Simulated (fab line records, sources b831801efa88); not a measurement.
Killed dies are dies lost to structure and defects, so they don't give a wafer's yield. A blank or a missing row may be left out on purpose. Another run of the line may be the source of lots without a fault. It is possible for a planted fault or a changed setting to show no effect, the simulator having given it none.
Chamber matching ; flow sky130 ; SKY_PASSIVATION_CVD_02 on pecvd-02: 3 sister chambers
The step deposits Si3N4, target thk 540 nm. 6 wafers are shown with their chamber, then 8 later ones without.

== WAFERS, EACH WITH ITS CHAMBER ==
wafer;chamber;heaterPowerW (W);rfFwdPowerW (W)
L081.2;0;527;447.8
L089.5;0;520;449.0
L090.1;2;657;449.6
L090.2;1;672;446.9
L090.4;2;662;448.5
L093.3;1;601;445.4

== WAFERS WHOSE CHAMBER IS MISSING ==
wafer;heaterPowerW (W);rfFwdPowerW (W)
L093.4;425;449.0
L093.5;647;447.1
L094.1;672;448.7
L094.2;604;449.3
L094.3;480;449.0
L097.3;678;449.7
L097.4;520;448.3
L097.6;712;449.3

== EACH ONE'S CHAMBER ==
wafer;from the rows above;in truth
L093.4;0;0
L093.5;can't be placed: 1 or 2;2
L094.1;2;2
L094.2;can't be placed: 2 or 0 or 1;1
L094.3;0;0
L097.3;2;2
L097.4;0;0
L097.6;2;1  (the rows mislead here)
5 of 8 placed correctly. Cannot be placed on the basis of these rows: 2; the candidates contain the true chamber in 2. Number placed wrongly: 1.
How it was worked out, from the rows above alone: a wafer's distance from a chamber is the root of the sum, over the readings, of the square of ((its reading less the chamber's mean) divided by the reading's scatter). The wafer belongs to the nearest chamber; if the next one is less than 2 further off, it can't be placed. A chamber's mean is the mean of its shown wafers. The scatter is the square root of a quotient: the sum, over the shown wafers, of each reading's squared deviation from its chamber's mean, divided by wafers minus chambers.
